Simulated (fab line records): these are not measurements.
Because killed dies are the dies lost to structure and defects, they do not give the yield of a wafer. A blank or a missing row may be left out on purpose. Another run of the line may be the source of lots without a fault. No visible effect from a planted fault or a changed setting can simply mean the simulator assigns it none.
The tool behind it: which one? + flow gf180mcu + 24 lots with 72 wafers sampled at 5 steps, on a route of 602 steps

## WHAT EACH GAUGE READ, for each wafer
GF_M5_OVL_MEAS_08.
| lot  | measured     | on         | M5_OVL (nm) |
|------|--------------|------------|-------------|
| L074 | day 26 05:36 | overlay-02 | -2 -7 -3    |
| L075 | day 26 13:59 | overlay-01 | 3 4 1       |
| L076 | day 26 23:42 | overlay-02 | 7 4 6       |
| L077 | day 27 01:53 | overlay-01 | -4 1 -11    |
| L078 | day 27 18:20 | overlay-02 | -8 1 6      |
| L079 | day 27 22:39 | overlay-01 | -5 0 -8     |
| L080 | day 28 06:51 | overlay-01 | -4 -9 -3    |
| L081 | day 28 10:11 | overlay-02 | 7 7 4       |
| L082 | day 28 19:56 | overlay-02 | -2 7 4      |
| L083 | day 29 03:44 | overlay-02 | -6 -6 -1    |
| L084 | day 29 12:20 | overlay-02 | -9 0 -1     |
| L085 | day 29 19:59 | overlay-02 | 7 2 7       |
| L086 | day 30 03:34 | overlay-02 | 0 -1 -7     |
| L087 | day 30 09:37 | overlay-02 | -3 4 4      |
| L088 | day 30 15:07 | overlay-02 | -4 -5 0     |
| L089 | day 30 23:47 | overlay-02 | -13 -17 -15 |
| L090 | day 31 05:23 | overlay-01 | -8 -7 -10   |
| L091 | day 31 08:08 | overlay-02 | 7 3 5       |
| L092 | day 31 15:24 | overlay-02 | -3 -4 -4    |
| L093 | day 31 18:45 | overlay-01 | 1 4 6       |
| L094 | day 32 02:04 | overlay-01 | 0 0 1       |
| L095 | day 32 06:08 | overlay-01 | 1 0 -9      |
| L096 | day 32 13:47 | overlay-01 | 3 1 -7      |
| L097 | day 32 17:49 | overlay-01 | -6 3 6      |

GF_V5_CD_MEAS_14 targets a cd of 260 nm.
| lot  | measured     | on        | cd-nm (nm)        |
|------|--------------|-----------|-------------------|
| L074 | day 27 03:01 | cd-sem-01 | 259.0 259.1 259.4 |
| L075 | day 27 11:35 | cd-sem-01 | 259.2 261.4 259.3 |
| L076 | day 27 21:37 | cd-sem-01 | 260.2 260.7 260.3 |
| L077 | day 27 22:46 | cd-sem-01 | 261.3 261.3 260.4 |
| L078 | day 28 14:50 | cd-sem-01 | 258.6 259.1 258.7 |
| L079 | day 28 19:31 | cd-sem-01 | 256.9 257.9 257.9 |
| L080 | day 29 02:56 | cd-sem-01 | 260.7 259.8 260.0 |
| L081 | day 29 06:25 | cd-sem-01 | 258.6 259.2 261.1 |
| L082 | day 29 16:24 | cd-sem-01 | 261.9 261.5 261.2 |
| L083 | day 29 23:36 | cd-sem-01 | 258.3 260.8 259.6 |
| L084 | day 30 08:20 | cd-sem-01 | 257.1 256.0 257.8 |
| L085 | day 30 16:11 | cd-sem-02 | 260.4 259.4 260.7 |
| L086 | day 30 22:55 | cd-sem-02 | 260.4 261.0 260.8 |
| L087 | day 31 04:34 | cd-sem-01 | 261.7 262.1 261.7 |
| L088 | day 31 09:23 | cd-sem-01 | 260.9 260.2 259.9 |
| L089 | day 31 18:07 | cd-sem-02 | 258.7 258.5 259.1 |
| L090 | day 32 00:05 | cd-sem-01 | 264.3 263.7 263.6 |
| L091 | day 32 03:23 | cd-sem-02 | 260.1 260.0 260.0 |
| L092 | day 32 09:40 | cd-sem-01 | 260.6 260.5 260.6 |
| L093 | day 32 12:47 | cd-sem-02 | 260.4 261.8 260.4 |
| L094 | day 32 20:26 | cd-sem-02 | 259.1 258.9 259.3 |
| L095 | day 32 23:14 | cd-sem-01 | 262.2 261.9 260.7 |
| L096 | day 33 06:23 | cd-sem-01 | 257.3 258.0 257.5 |
| L097 | day 33 11:01 | cd-sem-01 | 259.8 261.5 261.7 |

GF_TOP_METAL_THK_MEAS_06: measures by xrf.
| lot  | measured     | on            | TOP_METAL_ALCU_THK (nm) |
|------|--------------|---------------|-------------------------|
| L074 | day 27 05:16 | film-metro-01 | 913 923 918             |
| L075 | day 27 13:28 | film-metro-03 | 911 900 915             |
| L076 | day 28 00:04 | film-metro-03 | 923 913 915             |
| L077 | day 28 00:56 | film-metro-04 | 915 904 910             |
| L078 | day 28 16:43 | film-metro-04 | 919 917 909             |
| L079 | day 28 21:23 | film-metro-04 | 909 905 911             |
| L080 | day 29 04:49 | film-metro-03 | 913 909 916             |
| L081 | day 29 08:23 | film-metro-04 | 898 882 899             |
| L082 | day 29 18:37 | film-metro-04 | 904 904 901             |
| L083 | day 30 01:34 | film-metro-04 | 901 905 905             |
| L084 | day 30 10:12 | film-metro-04 | 898 909 898             |
| L085 | day 30 18:03 | film-metro-04 | 902 916 918             |
| L086 | day 31 00:48 | film-metro-03 | 894 885 898             |
| L087 | day 31 06:31 | film-metro-01 | 897 889 898             |
| L088 | day 31 11:40 | film-metro-04 | 919 923 911             |
| L089 | day 31 19:59 | film-metro-03 | 914 906 911             |
| L090 | day 32 01:57 | film-metro-01 | 913 901 930             |
| L091 | day 32 05:16 | film-metro-04 | 911 896 895             |
| L092 | day 32 11:32 | film-metro-04 | 914 911 907             |
| L093 | day 32 14:40 | film-metro-01 | 887 892 888             |
| L094 | day 32 22:32 | film-metro-04 | 899 902 897             |
| L095 | day 33 01:07 | film-metro-04 | 903 891 893             |
| L096 | day 33 08:19 | film-metro-04 | 887 894 893             |
| L097 | day 33 12:56 | film-metro-03 | 923 918 906             |

GF_TOP_METAL_CD_MEAS_14 targets a cd of 440 nm.
| lot  | measured     | on        | cd-nm (nm)        |
|------|--------------|-----------|-------------------|
| L074 | day 28 01:02 | cd-sem-02 | 440.9 442.8 439.8 |
| L075 | day 28 08:32 | cd-sem-01 | 438.2 438.2 440.5 |
| L076 | day 28 19:07 | cd-sem-01 | 439.8 439.3 439.9 |
| L077 | day 28 20:08 | cd-sem-02 | 436.8 436.4 437.1 |
| L078 | day 29 11:42 | cd-sem-02 | 438.2 440.1 441.3 |
| L079 | day 29 16:14 | cd-sem-02 | 436.5 438.7 439.0 |
| L080 | day 29 23:41 | cd-sem-02 | 438.6 440.8 440.3 |
| L081 | day 30 02:35 | cd-sem-01 | 438.6 439.6 436.9 |
| L082 | day 30 12:51 | cd-sem-01 | 442.9 444.2 442.3 |
| L083 | day 30 20:25 | cd-sem-02 | 438.3 441.2 442.9 |
| L084 | day 31 03:55 | cd-sem-01 | 436.6 436.7 437.4 |
| L085 | day 31 11:36 | cd-sem-01 | 444.8 443.3 441.7 |
| L086 | day 31 17:32 | cd-sem-01 | 440.3 441.2 438.5 |
| L087 | day 31 23:56 | cd-sem-02 | 439.4 439.5 437.8 |
| L088 | day 32 04:37 | cd-sem-01 | 438.1 439.9 437.8 |
| L089 | day 32 11:39 | cd-sem-01 | 444.9 443.6 442.4 |
| L090 | day 32 18:14 | cd-sem-01 | 437.2 437.3 434.9 |
| L091 | day 32 21:56 | cd-sem-02 | 439.5 438.1 439.1 |
| L092 | day 33 03:18 | cd-sem-02 | 437.8 440.7 438.1 |
| L093 | day 33 06:08 | cd-sem-02 | 438.1 441.8 442.2 |
| L094 | day 33 14:03 | cd-sem-01 | 435.7 436.4 434.5 |
| L095 | day 33 16:39 | cd-sem-01 | 437.3 437.0 437.9 |
| L096 | day 33 23:25 | cd-sem-01 | 437.3 436.6 437.9 |
| L097 | day 34 04:26 | cd-sem-02 | 439.1 440.5 440.0 |

## WHAT TOOL EACH LOT RAN ON (gives the tool, then ch and the chambers of the sampled wafers, and finally the start)
| lot  | GF_MIM_SPUTTER_02            |
|------|------------------------------|
| L074 | pvd-sputter-03, day 24 10:38 |
| L075 | pvd-sputter-02, day 24 18:28 |
| L076 | pvd-sputter-01, day 25 05:39 |
| L077 | pvd-sputter-02, day 25 08:08 |
| L078 | pvd-sputter-03, day 26 00:20 |
| L079 | pvd-sputter-02, day 26 05:46 |
| L080 | pvd-sputter-02, day 26 14:29 |
| L081 | pvd-sputter-01, day 26 18:23 |
| L082 | pvd-sputter-01, day 27 04:08 |
| L083 | pvd-sputter-03, day 27 12:55 |
| L084 | pvd-sputter-02, day 27 21:10 |
| L085 | pvd-sputter-03, day 28 05:23 |
| L086 | pvd-sputter-02, day 28 13:38 |
| L087 | pvd-sputter-03, day 28 19:07 |
| L088 | pvd-sputter-01, day 29 00:22 |
| L089 | pvd-sputter-02, day 29 09:52 |
| L090 | pvd-sputter-02, day 29 15:59 |
| L091 | pvd-sputter-02, day 29 18:54 |
| L092 | pvd-sputter-01, day 30 01:53 |
| L093 | pvd-sputter-02, day 30 06:56 |
| L094 | pvd-sputter-01, day 30 15:02 |
| L095 | pvd-sputter-02, day 30 19:25 |
| L096 | pvd-sputter-03, day 31 02:53 |
| L097 | pvd-sputter-03, day 31 07:11 |
- GF_MIM_SPUTTER_02: material AlCu, target thk 450 nm, time 23.9 s.

## WHAT THE TOOLS THEMSELVES READ (means of the sampled wafers that have a number; where no wafer has one, the mark that the record gives instead)
GF_MIM_SPUTTER_02.
| lot  | tool           | throttle-valve-pct (%) |
|------|----------------|------------------------|
| L074 | pvd-sputter-03 | 30.4                   |
| L075 | pvd-sputter-02 | 29.9                   |
| L076 | pvd-sputter-01 | 28.9                   |
| L077 | pvd-sputter-02 | 30.4                   |
| L078 | pvd-sputter-03 | 30.1                   |
| L079 | pvd-sputter-02 | 30.1                   |
| L080 | pvd-sputter-02 | 30.6                   |
| L081 | pvd-sputter-01 | 29.6                   |
| L082 | pvd-sputter-01 | 29.7                   |
| L083 | pvd-sputter-03 | 30.3                   |
| L084 | pvd-sputter-02 | 30.2                   |
| L085 | pvd-sputter-03 | 29.6                   |
| L086 | pvd-sputter-02 | 30.0                   |
| L087 | pvd-sputter-03 | 29.8                   |
| L088 | pvd-sputter-01 | 28.4                   |
| L089 | pvd-sputter-02 | 30.1                   |
| L090 | pvd-sputter-02 | 30.2                   |
| L091 | pvd-sputter-02 | 29.9                   |
| L092 | pvd-sputter-01 | 29.1                   |
| L093 | pvd-sputter-02 | 30.4                   |
| L094 | pvd-sputter-01 | 28.8                   |
| L095 | pvd-sputter-02 | 30.2                   |
| L096 | pvd-sputter-03 | 30.1                   |
| L097 | pvd-sputter-03 | 29.9                   |

## THE ANSWER, worked out from the rows above alone
Rule: the usual values come from the lots themselves. The widest of any qualifying gaps counts: lots, ordered by their means at a reading, are off when they make up no more than a third of the lots, leave a main group of 4 or more, and stand apart from it by 3 or more times the standard deviation of that group's means. A main group whose means are all the same, to the digits that the tables above print for the reading, isn't used. A lot without any number at a reading at which 4 lots or more have one is off too. The other lots that the step has rows for count as sound. The gauges are gone through in route order, then the tools' own readings, and for those a lot's mean is taken as printed above. The first step at which some lot is off is used, and at that step the reading that is off furthest; a lot without a number counts as furthest.
None of the lots is off at any reading shown; this tells nothing.

## WHAT WAS PUT IN BY THE SIMULATOR
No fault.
